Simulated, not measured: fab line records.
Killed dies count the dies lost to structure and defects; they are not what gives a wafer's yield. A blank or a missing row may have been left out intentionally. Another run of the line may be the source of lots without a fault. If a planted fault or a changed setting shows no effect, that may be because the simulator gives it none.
Shared-tool check / flow sky130 / 14 lots, 42 wafers sampled

## WHY IT WAS OPENED
At SKY_NWELL_RS_MEAS_29 the reading NWELL_RS is flagged on 2 of 14 lots. Wafers without a fault read 624.1 ohm/sq, standard deviation 1.9.
Rule: a lot is flagged when every wafer of it that has a number lies more than 4 standard deviations from that mean, or none has a number. As for the other lots, they are considered sound.

lot=L140; measured=day 5 15:43; on=film metro-02; NWELL_RS (ohm/sq), wafer by wafer=624.2 624.7 623.6; flag=
lot=L141; measured=day 5 23:49; on=film metro-02; NWELL_RS (ohm/sq), wafer by wafer=621.6 622.4 620.6; flag=
lot=L142; measured=day 6 01:25; on=film metro-01; NWELL_RS (ohm/sq), wafer by wafer=648.1 648.8 648.0; flag=FLAGGED
lot=L143; measured=day 6 09:45; on=film metro-04; NWELL_RS (ohm/sq), wafer by wafer=650.8 652.7 651.6; flag=FLAGGED
lot=L148; measured=day 7 12:16; on=film metro-04; NWELL_RS (ohm/sq), wafer by wafer=623.1 625.4 623.6; flag=
lot=L151; measured=day 8 09:53; on=film metro-02; NWELL_RS (ohm/sq), wafer by wafer=621.3 621.3 621.3; flag=
lot=L152; measured=day 8 14:19; on=film metro-02; NWELL_RS (ohm/sq), wafer by wafer=619.8 620.3 620.8; flag=
lot=L153; measured=day 8 23:41; on=film metro-01; NWELL_RS (ohm/sq), wafer by wafer=623.5 623.4 622.8; flag=
lot=L154; measured=day 9 06:05; on=film metro-04; NWELL_RS (ohm/sq), wafer by wafer=625.9 626.0 625.8; flag=
lot=L156; measured=day 9 18:28; on=film metro-01; NWELL_RS (ohm/sq), wafer by wafer=628.0 628.4 627.2; flag=
lot=L157; measured=day 10 00:26; on=film metro-02; NWELL_RS (ohm/sq), wafer by wafer=624.4 623.6 625.7; flag=
lot=L159; measured=day 10 06:31; on=film metro-02; NWELL_RS (ohm/sq), wafer by wafer=622.4 622.0 624.6; flag=
lot=L160; measured=day 10 14:22; on=film metro-02; NWELL_RS (ohm/sq), wafer by wafer=624.9 625.7 626.3; flag=
lot=L162; measured=day 11 02:46; on=film metro-04; NWELL_RS (ohm/sq), wafer by wafer=622.8 622.4 621.7; flag=
The mean of the flagged lots' numbers is 650.0 ohm/sq, +25.9 ohm/sq from the usual (+14 standard deviations).

## WHICH TOOL EACH LOT WENT THROUGH
The record keeps 1 process step preceding the reading, out of 708 steps on the route. In each cell: the tool, then ch and the chambers that the sampled wafers went through, then the start.
lot=L140; flag=; SKY_NWELL_IMPLANT_13=implanter-02 ch 0, day 4 21:17
lot=L141; flag=; SKY_NWELL_IMPLANT_13=implanter-01 ch 0, day 5 04:20
lot=L142; flag=FLAGGED; SKY_NWELL_IMPLANT_13=implanter-03, day 5 06:42
lot=L143; flag=FLAGGED; SKY_NWELL_IMPLANT_13=implanter-01, day 5 14:02
lot=L148; flag=; SKY_NWELL_IMPLANT_13=implanter-03 ch 0, day 6 16:01
lot=L151; flag=; SKY_NWELL_IMPLANT_13=implanter-01 ch 0, day 7 13:36
lot=L152; flag=; SKY_NWELL_IMPLANT_13=implanter-01 ch 0, day 7 17:38
lot=L153; flag=; SKY_NWELL_IMPLANT_13=implanter-03 ch 0, day 8 03:23
lot=L154; flag=; SKY_NWELL_IMPLANT_13=implanter-01 ch 0, day 8 09:00
lot=L156; flag=; SKY_NWELL_IMPLANT_13=implanter-01 ch 0, day 8 20:42
lot=L157; flag=; SKY_NWELL_IMPLANT_13=implanter-02 ch 0, day 9 02:46
lot=L159; flag=; SKY_NWELL_IMPLANT_13=implanter-01 ch 0, day 9 08:17
lot=L160; flag=; SKY_NWELL_IMPLANT_13=implanter-01 ch 0, day 9 15:49
lot=L162; flag=; SKY_NWELL_IMPLANT_13=implanter-02 ch 0, day 10 03:59
What the steps here do:
- SKY_NWELL_IMPLANT_13
- SKY_NWELL_RS_MEAS_29: measures by four-point-probe.

## FLAGGED OVER TOTAL, TOOL BY TOOL (the gauges that took the reading come last)
step=SKY_NWELL_IMPLANT_13; tool=implanter-01; lots run=8; flagged=1; share of the flagged lots=some; sound lots run after its first flagged lot=6 (L151,L152,L154,L156,L159,L160)
step=SKY_NWELL_IMPLANT_13; tool=implanter-02; lots run=3; flagged=0; share of the flagged lots=none; sound lots run after its first flagged lot=-
step=SKY_NWELL_IMPLANT_13; tool=implanter-03; lots run=3; flagged=1; share of the flagged lots=some; sound lots run after its first flagged lot=2 (L148,L153)
step=SKY_NWELL_RS_MEAS_29; tool=film metro-01; lots run=3; flagged=1; share of the flagged lots=some; sound lots run after its first flagged lot=2 (L153,L156)
step=SKY_NWELL_RS_MEAS_29; tool=film metro-02; lots run=7; flagged=0; share of the flagged lots=none; sound lots run after its first flagged lot=-
step=SKY_NWELL_RS_MEAS_29; tool=film metro-04; lots run=4; flagged=1; share of the flagged lots=some; sound lots run after its first flagged lot=3 (L148,L154,L162)

## WHAT THE TABLE ALLOWS
No row of the table ran every flagged lot.

## WHAT WAS PUT IN BY THE SIMULATOR
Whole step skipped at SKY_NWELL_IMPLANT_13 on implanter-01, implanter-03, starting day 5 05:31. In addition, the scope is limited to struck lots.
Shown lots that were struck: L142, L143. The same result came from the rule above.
